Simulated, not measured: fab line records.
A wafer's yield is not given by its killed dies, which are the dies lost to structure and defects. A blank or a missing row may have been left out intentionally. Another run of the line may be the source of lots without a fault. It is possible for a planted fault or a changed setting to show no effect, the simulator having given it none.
Split-lot experiment -- flow gf180mcu -- on a route of 602 steps: 5 lots, 23 wafers read

## SPLIT DETAILS
At GF_PASSIVATION_COAT_06 (resist thk 4000 nm), the setting spin rpm was moved away from the recipe's 2000 rpm on 7 of the 23 wafers read, by -1.9% to +7.2%. The other wafers ran this setting at the recipe's value.

## FROM THE SPLIT TO THE READING: what the file shows between them, 1 step
- GF_PASSIVATION_DEVELOP_10: develop time 60 s (also split here: dev temp c)

## THE READING
coat_of_PASSIVATION_COAT_06.thk nm (the simulator's own value, which no gauge read), in nm, at GF_PASSIVATION_ETCH_11 (etches the open film in CF4/O2, stops on TiN, target depth 1800 nm, time 400 s). The file gives no usual value for it. Across the 16 wafers here that went through the recipe, the average is 2801 nm and the standard deviation 18 nm.

wafer,"tool, chamber at the split","spin rpm as run, rpm",against the recipe,"coat_of_PASSIVATION_COAT_06.thk nm, nm",against lot-mates on the recipe
L074.1,"litho track-02, 0",2000,recipe,2808,-
L074.6,"litho track-02, 0",2000,recipe,2808,-
L074.2,"litho track-02, 0",2000,recipe,2813,-
L076.1,"litho track-04, 0",2000,recipe,2793,-
L076.2,"litho track-04, 0",1961,-1.9%,2828,+53
L076.4,"litho track-04, 0",2000,recipe,2762,-
L076.5,"litho track-04, 0",2000,recipe,2771,-
L076.6,"litho track-04, 0",1961,-1.9%,2849,+74
L077.1,"litho track-01, 0",2144,+7.2%,2681,-121
L077.2,"litho track-01, 0",2000,recipe,2792,-
L077.3,"litho track-01, 0",2144,+7.2%,2649,-153
L077.5,"litho track-01, 0",2000,recipe,2820,-
L077.6,"litho track-01, 0",2000,recipe,2794,-
L079.1,"litho track-01, 0",2000,recipe,2795,-
L079.2,"litho track-01, 0",2000,recipe,2791,-
L079.3,"litho track-01, 0",2000,recipe,2791,-
L079.4,"litho track-01, 0",2000,recipe,2822,-
L079.5,"litho track-01, 0",2000,recipe,2822,-
L080.1,"litho track-02, 0",2135,+6.7%,2666,-150
L080.2,"litho track-02, 0",2135,+6.7%,2684,-132
L080.4,"litho track-02, 0",2135,+6.7%,2690,-126
L080.5,"litho track-02, 0",2000,recipe,2799,-
L080.6,"litho track-02, 0",2000,recipe,2833,-

FIT RESULTS
A straight line over all 23 wafers: coat_of_PASSIVATION_COAT_06.thk nm changes by -18.4 nm for each +1% of spin rpm; r = -0.96; the points scatter about the line by 18 nm.
The same after taking each lot's own level away (the mean of its wafers on the recipe; 23 wafers): -20.4 nm for each +1%; r = -0.97; scatter 15 nm.
That fit puts the effect of the largest move of spin rpm on the reading at 1.5e+02 nm.
The span of the lots' own levels, 2775.3 to 2816.0 nm, comes to 2.2 times the standard deviation stated above.
So the slope is not independent of the lot-to-lot level: the two fits are not the same.
Check: for one of the wafers moved furthest among these (+7.2%), held out of the fit, the line's prediction against its lot-mates is -150 nm. It came out at -121 nm against them.

## FURTHER SPLITS ON THESE WAFERS
Before the reading, these wafers also passed through other splits. Each is held against what the fit with the lots' levels taken away leaves over:
other split on the same wafers,wafers away from the commonest value,r with coat_of_PASSIVATION_COAT_06.thk nm (lot level and that fit taken away)
GF_TOP_METAL_EXPOSE_11 dose mj,11,+0.00
GF_PASSIVATION_DEVELOP_10 dev temp c,10,-0.03

## THE WHOLE CHAIN: every reading that the file lists as answering this split, in the file's order
step,what it does,reading,change (the file's fit),r (the file's)
GF_PASSIVATION_COAT_06,resist thk 4000 nm,"coat_of_PASSIVATION_COAT_06.thk nm (the simulator's own value, which no gauge read)",-19.4 nm for each +1% of the setting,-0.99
GF_PASSIVATION_ETCH_11,"etches the open film in CF4/O2, stops on TiN, target depth 1800 nm, time 400 s","coat_of_PASSIVATION_COAT_06.thk nm (the simulator's own value, which no gauge read)",-20 nm for each +1% of the setting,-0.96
GF_PASSIVATION_STRIP_12,strips in O2/N2,strip time to endpoint s,withheld for each +1% of the setting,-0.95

## THE FILE'S OWN FIT
coat_of_PASSIVATION_COAT_06.thk nm changes by -20 nm for each +1% of spin rpm, r = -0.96.
